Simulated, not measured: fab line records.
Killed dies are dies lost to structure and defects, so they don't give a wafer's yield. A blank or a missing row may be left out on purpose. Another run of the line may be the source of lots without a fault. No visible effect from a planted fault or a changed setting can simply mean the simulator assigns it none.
The tool behind it: which one? ; flow gf180mcu ; 39 wafers from 13 lots sampled at 2 of the route's 602 steps

## WHAT EACH GAUGE READ, for each wafer
GF_STI_THK_MEAS_04. Usual: for STI_CVD_03_THK the level is 205.8 nm and the standard deviation is 1.4.
lot;measured;on;STI_CVD_03_THK (nm);flag
L235;day 1 13:34;film_metro-01;205.9 203.8 206.1;
L236;day 1 19:55;film_metro-03;205.0 205.7 207.1;
L238;day 2 07:52;film_metro-01;206.6 207.3 206.1;
L239;day 2 10:31;film_metro-01;204.2 205.8 205.4;
L240;day 2 14:34;film_metro-01;204.4 206.0 205.7;
L243;day 3 06:22;film_metro-02;204.9 205.8 204.2;
L244;day 3 10:46;film_metro-02;204.8 203.5 202.8;
L251;day 4 22:28;film_metro-01;240.4 241.4 242.0 240.7 241.3 241.7;OFF
L252;day 5 03:38;film_metro-02;240.2 243.2 242.0 240.4 243.2 241.8;OFF
L253;day 5 08:19;film_metro-02;239.0 240.5 241.0 239.1 240.1 241.0;OFF
L255;day 5 17:47;film_metro-01;206.8 206.2 208.8;
L256;day 5 22:34;film_metro-01;204.7 205.7 203.7;
L257;day 6 03:43;film_metro-02;205.8 208.0 205.0;

## WHAT TOOL EACH LOT RAN ON (gives the tool, then ch and the chambers of the sampled wafers, and finally the start)
lot;GF_STI_CVD_03
L235;lpcvd-02 ch 1, day 1 11:34
L236;lpcvd-02 ch 1, day 1 17:55
L238;lpcvd-01 ch 1, day 2 05:53
L239;lpcvd-01 ch 0, day 2 08:31
L240;lpcvd-02 ch 0, day 2 12:34
L243;lpcvd-02 ch 0, day 3 04:22
L244;lpcvd-02 ch 1, day 3 08:47
L251;lpcvd-02 ch 0, day 4 20:29
L252;lpcvd-02 ch 0, day 5 01:38
L253;lpcvd-02 ch 1, day 5 06:19
L255;lpcvd-01 ch 1, day 5 15:48
L256;lpcvd-01 ch 0, day 5 20:34
L257;lpcvd-01 ch 0, day 6 01:43
- GF_STI_CVD_03: deposits Si3N4 from DCS/NH3, target thk 207.16 nm, time 3551 s.

## WHAT THE TOOLS THEMSELVES READ (means of the sampled wafers that have a number; where no wafer has one, the mark that the record gives instead)
GF_STI_CVD_03. Usual: for spike_tc_bottom_C, 790.6 C with a standard deviation of 1.3; for spike_tc_centre_C, 770.9 C with a standard deviation of 1.5; for spike_tc_lower_C, 770.5 C with a standard deviation of 1.7; for spike_tc_top_C, 782.3 C with a standard deviation of 1.9; for spike_tc_upper_C, 770.3 C with a standard deviation of 1.2; for susceptor_temp_C, 770.0 C with a standard deviation of 0.35; for zone_power_lower_pct, 12.1 % with a standard deviation of 0.7.
lot;tool;spike_tc_bottom_C (C);spike_tc_centre_C (C);spike_tc_lower_C (C);spike_tc_top_C (C);spike_tc_upper_C (C);susceptor_temp_C (C);zone_power_lower_pct (%);flag
L235;lpcvd-02;789.8;771.9;770.2;783.2;769.8;769.4;11.4;
L236;lpcvd-02;790.0;772.5;769.7;783.4;770.6;770.2;11.4;
L238;lpcvd-01;789.8;771.7;767.5;782.6;770.0;770.2;12.5;
L239;lpcvd-01;791.3;771.4;769.4;783.9;769.0;770.3;11.3;
L240;lpcvd-02;791.8;769.0;772.8;780.3;770.5;770.6;13.1;
L243;lpcvd-02;791.3;769.9;772.2;781.5;770.2;769.8;12.9;
L244;lpcvd-02;789.7;771.7;770.1;783.5;770.0;770.0;11.5;
L251;lpcvd-02;799.3;776.8;780.0;788.8;780.5;778.7;13.2;OFF
L252;lpcvd-02;799.6;777.3;780.2;787.9;779.9;778.5;13.3;OFF
L253;lpcvd-02;798.0;780.9;778.1;790.1;778.5;778.1;11.6;OFF
L255;lpcvd-01;788.3;770.8;767.1;781.7;770.2;769.9;12.5;
L256;lpcvd-01;791.2;771.5;771.3;783.3;770.0;770.2;11.4;
L257;lpcvd-01;791.0;771.1;769.9;784.9;769.3;769.8;11.3;

## THE ANSWER, worked out from the rows above alone
Rule: take the mean of a lot's wafers that have a number; if it is more than 3 standard deviations from the usual mean, the lot is off. Also off: a lot with no number at a reading for which 4 or more lots have one. Any other lot the step has rows for is counted as sound. First the gauges in route order, then the tools' own readings, where a lot's mean is used as printed above. The first step at which some lot is off is used, and at that step the reading that is off furthest; a lot without a number counts as furthest.
Off: L251, L252, L253, at GF_STI_THK_MEAS_04 (STI_CVD_03_THK).
A tool fits if, at a process step before that reading, it ran every lot that is off, and no sound lot after the first of them. Not tried: the gauges at GF_STI_THK_MEAS_04; whatever is off there is also off at GF_STI_CVD_03, on other tools, and gauge error can't account for it. One candidate fits, namely lpcvd-02 at GF_STI_CVD_03. Its last sound lot is L244 (day 3 08:47), its first lot that is off L251 (day 4 20:29): a fault that began between those two fits.
The tool's own readings at GF_STI_CVD_03 bear it out: on the lots that are off they differ by more than 5 times the standard deviation of the sound lots' means. spike_tc_bottom_C reads 799.0 C there against 790.4 C on the sound lots; spike_tc_centre_C reads 778.3 C there against 771.1 C on the sound lots; spike_tc_lower_C reads 779.4 C there against 770.0 C on the sound lots; spike_tc_upper_C reads 779.6 C there against 770.0 C on the sound lots; susceptor_temp_C reads 778.4 C there against 770.0 C on the sound lots.

## WHAT THE SIMULATOR HAD PUT IN
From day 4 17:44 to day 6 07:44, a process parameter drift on lpcvd-02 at GF_STI_CVD_03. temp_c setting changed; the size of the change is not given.
Shown lots that were struck: L251, L252, L253. The rule above found the same.
